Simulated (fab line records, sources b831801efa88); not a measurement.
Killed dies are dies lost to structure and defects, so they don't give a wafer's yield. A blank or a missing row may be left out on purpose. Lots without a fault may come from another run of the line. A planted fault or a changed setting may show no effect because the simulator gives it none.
fab line records | flow sky130
record lots=14 wafers=42 last_day=50
route steps=708 shown VT_ADJUST_PCH@153 SONOS_ONO@173 RES_PROTECT@209 POLY_GATE@227 PAD_OPEN@708
lots that met no fault: from a run of the same line without faults
start_h: hours from the record's first day to the start of the lot's first wafer shown | wait_h: hours since the lot's step before | " the same as in the row above | L1.1+2: a row that stands for several wafers | - no value, or no start given | * or withheld: withheld | < > ~ a bound
route shown NAME@n: a module of which the file shows steps, and the number in the route of the first | usual: mean/standard deviation of fault-free wafers | same: alike in all rows | chamber/n: place in a boat | sites: the reading at each site | _std_site: their standard deviation | _edge_site: outer sites' mean less inner sites' | radius_mm: how far each site lies from the wafer's centre | mask NAME#n: copy n | behind: the tool/chamber that last shaped the wafer | hold: why the lot was held/for how many hours/how that ended | device: the transistor (n, p or np) that didn't switch | end of line: the same wafers' tests at the end of the route | a step without rows: its recipe alone | killed: dies lost to structure and defects at the first sort, not the wafer's yield | map: a wafer's dies, x killed, . not, _ none there
set.NAME: the setting as run; set.NAME@STEP: as run at that earlier step | model.NAME: the simulator's own value behind a step, which no gauge read
steps of the route over a sample of lots; a table a step, a row a wafer
services: from which hour (start_h, from the record's first day; less than 0 if before it) a tool's chamber was out of use, for how many hours, and why
## steps
# step SKY_VT_ADJUST_PCH_TW_MEAS_10
# usual VT_ADJUST_PCH_TW=142.3/0.87
# columns lot.wafer tool chamber start_h wait_h VT_ADJUST_PCH_TW
L978.2 film_metro-03 - 219.27 0.1 141.2
L978.3 " - " " 141.7
L978.5 " - " " 141.2
L980.1 film_metro-03 - 241.99 0.1 142.0
L980.4 " - " " 142.2
L980.6 " - " " 141.3
L981.3 film_metro-04 - 255.08 0.1 143.0
L981.4 " - " " 141.8
L981.5 " - " " 144.1
L984.1 film_metro-01 - 277.46 0.1 141.8
L984.3 " - " " 141.6
L984.4 " - " " 142.4
L988.1 film_metro-01 - 298.36 0.1 141.9
L988.2 " - " " 143.1
L988.4 " - " " 142.7
L990.2 film_metro-01 - 308.27 0.1 142.5
L990.3 " - " " 142.1
L990.4 " - " " 141.1
L992.4 film_metro-01 - 321.82 0.1 143.5
L992.5 " - " " 142.4
L992.6 " - " " 143.1
L993.1 film_metro-01 - 330.66 0.1 143.0
L993.3 " - " " 142.6
L993.5 " - " " 142.9
L994.3 film_metro-03 - 342.16 0.1 140.9
L994.4 " - " " 141.6
L994.6 " - " " 141.1
L995.1 film_metro-01 - 345.01 0.1 142.6
L995.5 " - " " 142.2
L995.6 " - " " 141.8
L997.2 film_metro-01 - 365.57 0.1 141.8
L997.3 " - " " 142.1
L997.6 " - " " 142.1
L998.2 film_metro-03 - 374.37 0.1 142.1
L998.5 " - " " 142.4
L998.6 " - " " 141.9
L999.2 film_metro-01 - 384.32 0.1 141.5
L999.4 " - " " 141.6
L999.6 " - " " 141.2
L100.3 film_metro-04 - 385.96 0.1 144.5
L100.5 " - " " 143.3
L100.6 " - " " 143.6
# step SKY_SONOS_ONO_THK_MEAS_05
# recipe reads=SiO2_of_SONOS_ONO_CVD_04
# usual SONOS_ONO_CVD_04_THK=5.70/0.09
# columns lot.wafer tool chamber start_h wait_h SONOS_ONO_CVD_04_THK[nm]
L978.2 film_metro-01 - 248.58 0.0 5.79
L978.3 " - " " 5.75
L978.5 " - " " 5.81
L980.1 film_metro-04 - 274.62 0.0 5.55
L980.4 " - " " 5.67
L980.6 " - " " 5.67
L981.3 film_metro-02 - 305.04 0.0 5.80
L981.4 " - " " 5.62
L981.5 " - " " 5.72
L984.1 film_metro-02 - 308.60 0.0 5.75
L984.3 " - " " 5.76
L984.4 " - " " 5.86
L988.1 film_metro-04 - 330.39 0.0 5.66
L988.2 " - " " 5.72
L988.4 " - " " 5.78
L990.2 film_metro-02 - 343.04 0.0 5.75
L990.3 " - " " 5.81
L990.4 " - " " 5.80
L992.4 film_metro-04 - 359.92 0.0 5.68
L992.5 " - " " 5.77
L992.6 " - " " 5.79
L993.1 film_metro-02 - 365.14 0.0 5.72
L993.3 " - " " 5.70
L993.5 " - " " 5.62
L994.3 film_metro-02 - 373.87 0.0 5.59
L994.4 " - " " 5.72
L994.6 " - " " 5.60
L995.1 film_metro-02 - 379.35 0.0 5.82
L995.5 " - " " 5.78
L995.6 " - " " 5.73
L997.2 film_metro-02 - 398.76 0.0 5.87
L997.3 " - " " 5.75
L997.6 " - " " 5.80
L998.2 film_metro-01 - 410.18 0.0 5.73
L998.5 " - " " 5.65
L998.6 " - " " 5.63
L999.2 film_metro-01 - 418.57 0.0 5.59
L999.4 " - " " 5.68
L999.6 " - " " 5.64
L100.3 film_metro-04 - 422.75 0.0 5.70
L100.5 " - " " 5.72
L100.6 " - " " 5.76
# step SKY_RES_PROTECT_SOFTBAKE_03
# recipe temp_c=90 time_s=60 resist=NOVOLAK
# usual chill_plate_temp_C=22.99/0.11 heater_power_total_W=56.60/0.041 resist_line_temp_C=22.99/0.1
# columns lot.wafer tool chamber start_h wait_h chill_plate_temp_C heater_power_total_W resist_line_temp_C
L978.2 litho_track-03 0 321.60 0.1 22.95 56.55 22.89
L978.3 " 0 " " 22.97 56.61 22.94
L978.5 " 0 " " 22.99 56.61 22.78
L980.1 litho_track-02 0 357.62 0.1 23.00 56.58 22.96
L980.4 " 0 " " 22.90 56.60 22.98
L980.6 " 0 " " 22.85 56.60 22.94
L981.3 litho_track-02 0 383.17 0.1 23.12 56.60 23.02
L981.4 " 0 " " 23.12 56.60 22.99
L981.5 " 0 " " 23.03 56.61 22.86
L984.1 litho_track-03 0 384.77 0.1 23.03 56.68 22.97
L984.3 " 0 " " 23.03 56.61 23.04
L984.4 " 0 " " 23.06 56.67 23.01
L988.1 litho_track-03 0 406.57 0.1 22.83 56.62 23.04
L988.2 " 0 " " 23.05 56.65 22.96
L988.4 " 0 " " 22.95 60.05 22.98
L990.2 litho_track-03 0 419.35 0.1 22.97 56.60 23.05
L990.3 " 0 " " 22.93 56.57 22.89
L990.4 " 0 " " 22.95 60.00 22.89
L992.4 litho_track-01 0 438.23 0.1 23.05 56.56 22.88
L992.5 " 0 " " 22.94 56.60 22.91
L992.6 " 0 " " 23.09 56.64 23.02
L993.1 litho_track-02 0 443.52 0.1 23.06 56.57 22.90
L993.3 " 0 " " 22.96 56.59 23.01
L993.5 " 0 " " 23.16 56.58 23.04
L994.3 litho_track-02 0 454.27 0.1 22.88 56.59 23.08
L994.4 " 0 " " 22.91 56.61 23.03
L994.6 " 0 " " 22.85 56.65 23.07
L995.1 litho_track-02 0 458.32 0.1 23.08 56.66 22.96
L995.5 " 0 " " 23.18 56.62 22.90
L995.6 " 0 " " 22.91 56.59 23.06
L997.2 litho_track-03 0 483.19 0.1 22.84 56.61 23.11
L997.3 " 0 " " 22.86 56.60 23.09
L997.6 " 0 " " 22.79 56.59 22.92
L998.2 litho_track-01 0 494.18 0.1 23.12 56.63 23.02
L998.5 " 0 " " 23.20 56.61 23.05
L998.6 " 0 " " 23.02 56.59 23.00
L999.2 litho_track-02 0 500.75 0.1 22.88 56.60 23.01
L999.4 " 0 " " 23.01 56.65 22.97
L999.6 " 0 " " 22.93 56.64 23.05
L100.3 litho_track-01 0 504.00 0.1 23.08 56.55 23.14
L100.5 " 0 " " 23.01 56.55 23.13
L100.6 " 0 " " 23.09 56.57 23.27
# step SKY_POLY_GATE_CD_MEAS_13
# recipe target_cd_nm=150
# usual cd_nm=149.6/1.4
# columns lot.wafer tool chamber start_h wait_h cd_nm
L978.2 cd_sem-02 - 362.19 - 147.4
L978.3 " - " " 148.1
L978.5 " - " " 147.6
L980.1 cd_sem-01 - 403.02 - 150.7
L980.4 " - " " 151.7
L980.6 " - " " 151.2
L981.3 cd_sem-02 - 431.46 - 149.4
L981.4 " - " " 149.6
L981.5 " - " " 150.9
L984.1 cd_sem-02 - 432.06 - 149.4
L984.3 " - " " 149.1
L984.4 " - " " 148.8
L988.1 cd_sem-01 - 455.32 - 147.9
L988.2 " - " " 148.0
L988.4 " - " " 149.3
L990.2 cd_sem-02 - 467.09 - 148.7
L990.3 " - " " 148.5
L990.4 " - " " 149.1
L992.4 cd_sem-01 - 485.48 - 149.2
L992.5 " - " " 149.6
L992.6 " - " " 147.9
L993.1 cd_sem-01 - 491.16 - 148.7
L993.3 " - " " 150.0
L993.5 " - " " 147.3
L994.3 cd_sem-02 - 500.30 - 151.8
L994.4 " - " " 150.8
L994.6 " - " " 151.1
L995.1 cd_sem-01 - 503.47 - 148.7
L995.5 " - " " 149.2
L995.6 " - " " 148.6
L997.2 cd_sem-01 - 542.54 - 150.4
L997.3 " - " " 150.2
L997.6 " - " " 148.8
L998.2 cd_sem-01 - 548.24 - 146.8
L998.5 " - " " 148.1
L998.6 " - " " 148.9
L100.3 cd_sem-02 - 550.57 - 150.2
L100.5 " - " " 150.7
L100.6 " - " " 150.8
L999.2 cd_sem-02 - 550.78 - 150.8
L999.4 " - " " 150.4
L999.6 " - " " 150.8
# step SKY_PAD_OPEN_PROBE_99
# usual killed_at_M0_to_M3=42/6.1 killed_at_M4_up=3.3/1.7 killed_at_contacts=25/5.4 killed_at_front_end=16/4.6 killed_at_other=0.4/0.55 killed_dies=87/8.8 killed_open=47/7.1 killed_short=40/5.8
# same gross_dies=492 killed_at_back_side=0
# columns lot.wafer tool chamber start_h wait_h killed_at_M0_to_M3 killed_at_M4_up killed_at_contacts killed_at_front_end killed_at_other killed_dies killed_open killed_short
L978.2 prober-02 - 1067.29 0.1 48 3 23 20 0 94 52 42
L978.3 prober-02 - 1067.34 0.2 27 4 25 11 1 68 29 39
L978.5 prober-02 - 1067.44 0.2 41 6 20 18 1 86 48 38
L984.1 prober-02 - 1115.89 0.1 36 5 26 14 1 82 37 45
L984.3 prober-02 - 1115.99 0.2 47 2 36 18 0 103 51 52
L984.4 prober-02 - 1116.04 0.2 41 7 24 15 1 88 49 37
L992.4 prober-02 - 1150.01 0.2 45 2 33 10 0 90 56 33
L992.5 prober-02 - 1150.06 0.2 40 4 25 9 0 78 49 29
L992.6 prober-02 - 1150.11 0.2 34 6 29 13 2 84 43 41
L993.1 prober-01 - 1152.94 0.1 48 2 16 15 1 82 35 47
L993.3 prober-01 - 1153.04 0.2 39 2 28 16 0 85 45 39
L993.5 prober-01 - 1153.14 0.2 44 2 31 10 0 87 55 32
L995.1 prober-02 - 1155.68 0.1 37 2 30 10 1 80 41 39
L995.5 prober-02 - 1155.88 0.2 38 2 35 15 0 90 39 51
L995.6 prober-02 - 1155.93 0.2 49 4 26 9 0 88 45 43
L994.3 prober-01 - 1156.51 0.2 35 3 24 14 1 77 37 39
L994.4 prober-01 - 1156.56 0.2 46 2 28 11 0 87 55 32
L994.6 prober-01 - 1156.66 0.2 42 0 23 24 0 89 53 35
L997.2 prober-01 - 1176.10 0.1 47 4 28 17 0 96 57 39
L997.3 prober-01 - 1176.15 0.2 42 4 21 16 0 83 52 31
L997.6 prober-01 - 1176.30 0.2 62 3 18 18 0 101 55 44
# killed by level:class
L978.2 FIELD_ISO:geometric_particle:open=10 VIA1:geometric_particle:open=8 VIA2:geometric_particle:open=8 CONTACT:geometric_particle:open=7 METAL1:geometric_particle:short=7 VIA1:geometric_particle:short=7 VIA3:geometric_particle:open=7 FIELD_ISO:geometric_particle:short=6
L978.3 CONTACT:geometric_particle:open=8 METAL2:geometric_particle:short=6 FIELD_ISO:geometric_particle:open=5 LOCAL_INTERCONNECT:geometric_particle:short=5 FIELD_ISO:geometric_particle:short=4 LI_CONTACT:geometric_particle:short=4 LI_CONTACT:geometric_particle:open=4 CONTACT:geometric_particle:short=4
L978.5 VIA1:geometric_particle:open=12 CONTACT:geometric_particle:open=10 FIELD_ISO:geometric_particle:open=7 METAL1:geometric_particle:open=5 METAL1:geometric_particle:short=4 FIELD_ISO:geometric_particle:short=4 LI_CONTACT:geometric_particle:short=4 METAL4:geometric_particle:short=4
L984.1 CONTACT:geometric_particle:open=9 CONTACT:geometric_particle:short=6 VIA1:geometric_particle:short=6 POLY_GATE:geometric_particle:short=5 LI_CONTACT:geometric_particle:open=5 METAL2:geometric_particle:short=5 VIA2:geometric_particle:open=5 FIELD_ISO:geometric_particle:short=4
L984.3 LOCAL_INTERCONNECT:geometric_particle:short=13 VIA1:geometric_particle:open=9 LI_CONTACT:geometric_particle:open=8 VIA3:geometric_particle:open=7 CONTACT:geometric_particle:open=7 VIA2:geometric_particle:open=6 METAL1:geometric_particle:short=5 METAL3:geometric_particle:short=5
L984.4 CONTACT:geometric_particle:open=11 VIA3:geometric_particle:open=9 VIA2:geometric_particle:open=7 VIA1:geometric_particle:short=6 VIA1:geometric_particle:open=6 METAL4:geometric_particle:short=6 FIELD_ISO:geometric_particle:short=4 POLY_GATE:geometric_particle:open=4
L992.4 CONTACT:geometric_particle:open=14 VIA1:geometric_particle:open=12 VIA2:geometric_particle:open=9 LI_CONTACT:geometric_particle:open=7 LOCAL_INTERCONNECT:geometric_particle:short=5 METAL3:geometric_particle:short=4 METAL1:geometric_particle:short=4 VIA3:geometric_particle:short=4
L992.5 LI_CONTACT:geometric_particle:open=10 VIA3:geometric_particle:open=8 VIA1:geometric_particle:open=8 CONTACT:geometric_particle:open=6 VIA2:geometric_particle:open=4 LOCAL_INTERCONNECT:geometric_particle:short=4 METAL1:geometric_particle:short=4 METAL2:geometric_particle:short=4
L992.6 LI_CONTACT:geometric_particle:open=10 CONTACT:geometric_particle:open=8 LOCAL_INTERCONNECT:geometric_particle:short=7 VIA1:geometric_particle:open=7 METAL4:geometric_particle:short=6 METAL1:geometric_particle:short=5 METAL2:geometric_particle:short=4 VIA2:geometric_particle:open=4
L993.1 METAL1:geometric_particle:short=9 VIA1:geometric_particle:open=8 METAL2:geometric_particle:short=7 POLY_GATE:geometric_particle:open=6 CONTACT:geometric_particle:short=6 LI_CONTACT:geometric_particle:open=5 METAL3:geometric_particle:short=5 VIA1:geometric_particle:short=4
L993.3 LI_CONTACT:geometric_particle:open=9 VIA1:geometric_particle:open=7 VIA2:geometric_particle:open=7 LOCAL_INTERCONNECT:geometric_particle:short=6 CONTACT:geometric_particle:open=6 METAL2:geometric_particle:short=6 POLY_GATE:geometric_particle:open=5 VIA1:geometric_particle:short=4
L993.5 LI_CONTACT:geometric_particle:open=11 CONTACT:geometric_particle:open=10 VIA1:geometric_particle:open=9 METAL2:geometric_particle:short=6 VIA2:geometric_particle:open=6 VIA3:geometric_particle:open=6 METAL2:geometric_particle:open=5 VIA2:geometric_particle:short=5
L995.1 CONTACT:geometric_particle:open=13 LI_CONTACT:geometric_particle:open=8 VIA1:geometric_particle:open=7 METAL1:geometric_particle:short=6 VIA1:geometric_particle:short=6 VIA2:geometric_particle:open=6 CONTACT:geometric_particle:short=4 METAL3:geometric_particle:short=4
L995.5 CONTACT:geometric_particle:short=11 VIA2:geometric_particle:open=8 LOCAL_INTERCONNECT:geometric_particle:short=7 CONTACT:geometric_particle:open=7 FIELD_ISO:geometric_particle:open=5 LI_CONTACT:geometric_particle:short=5 LI_CONTACT:geometric_particle:open=5 METAL1:geometric_particle:short=5
L995.6 METAL2:geometric_particle:short=10 CONTACT:geometric_particle:open=10 VIA3:geometric_particle:open=6 VIA2:geometric_particle:open=5 CONTACT:geometric_particle:short=5 VIA2:geometric_particle:short=5 METAL3:geometric_particle:short=5 FIELD_ISO:geometric_particle:open=4
L994.3 CONTACT:geometric_particle:short=7 CONTACT:geometric_particle:open=7 LI_CONTACT:geometric_particle:open=6 VIA1:geometric_particle:short=6 METAL2:geometric_particle:short=6 VIA2:geometric_particle:open=6 METAL1:geometric_particle:short=5 VIA1:geometric_particle:open=5
L994.4 VIA1:geometric_particle:open=12 CONTACT:geometric_particle:open=10 LI_CONTACT:geometric_particle:open=8 FIELD_ISO:geometric_particle:open=6 VIA2:geometric_particle:open=6 LOCAL_INTERCONNECT:geometric_particle:short=4 VIA1:geometric_particle:short=4 METAL1:geometric_particle:short=4
L994.6 CONTACT:geometric_particle:open=9 METAL1:geometric_particle:short=9 VIA2:geometric_particle:open=9 FIELD_ISO:geometric_particle:open=6 VIA1:geometric_particle:open=6 FIELD_ISO:geometric_particle:short=5 VIA3:geometric_particle:open=5 POLY_GATE:geometric_particle:open=4
L997.2 VIA1:geometric_particle:open=15 VIA1:geometric_particle:short=11 LI_CONTACT:geometric_particle:open=10 CONTACT:geometric_particle:open=9 VIA2:geometric_particle:open=9 CONTACT:geometric_particle:short=6 FIELD_ISO:geometric_particle:open=4 FIELD_ISO:geometric_particle:short=3
L997.3 VIA1:geometric_particle:open=11 FIELD_ISO:geometric_particle:open=9 CONTACT:geometric_particle:open=7 VIA2:geometric_particle:open=7 METAL1:geometric_particle:short=6 VIA3:geometric_particle:open=6 LOCAL_INTERCONNECT:geometric_particle:short=5 METAL2:geometric_particle:short=4
L997.6 VIA1:geometric_particle:open=14 CONTACT:geometric_particle:open=11 VIA2:geometric_particle:open=9 VIA3:geometric_particle:open=8 METAL1:geometric_particle:short=7 FIELD_ISO:geometric_particle:open=5 VIA1:geometric_particle:short=5 METAL2:geometric_particle:short=5
## services
# columns tool chamber start_h hours kind
litho_track-02 - 309.27 - consumable_replace:filter
litho_track-02 - 330.72 - consumable_replace:filter
## key
first_sign step=SKY_RES_PROTECT_SOFTBAKE_03 reading=heater_power_total_W direction=up sigmas=84 usual=* struck=*
effect none on later readings
met_at SKY_RES_PROTECT_SOFTBAKE_03
struck_lots L988,L990
struck_wafers L988.4,L990.4
tester_left_out L988,L990
not_acting_at SKY_VT_ADJUST_PCH_TW_MEAS_10,SKY_SONOS_ONO_THK_MEAS_05,SKY_POLY_GATE_CD_MEAS_13
onset_between 384.77 406.57
fault kind=process_parameter_drift tool=litho_track-03 chamber=- onset_h=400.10 steps=SKY_RES_PROTECT_SOFTBAKE_03 channel=time_s offset=* shape=step end_h=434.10 scope=struck_wafers_only acts_in=* stated=*
# tester_left_out: of these lots the tester's yield and bins aren't shown, on N5 and GAA mostly nor the transistor test; their killed dies are dies lost to structure and defects alone, not to doping, threshold or leakage, so they don't give the yield
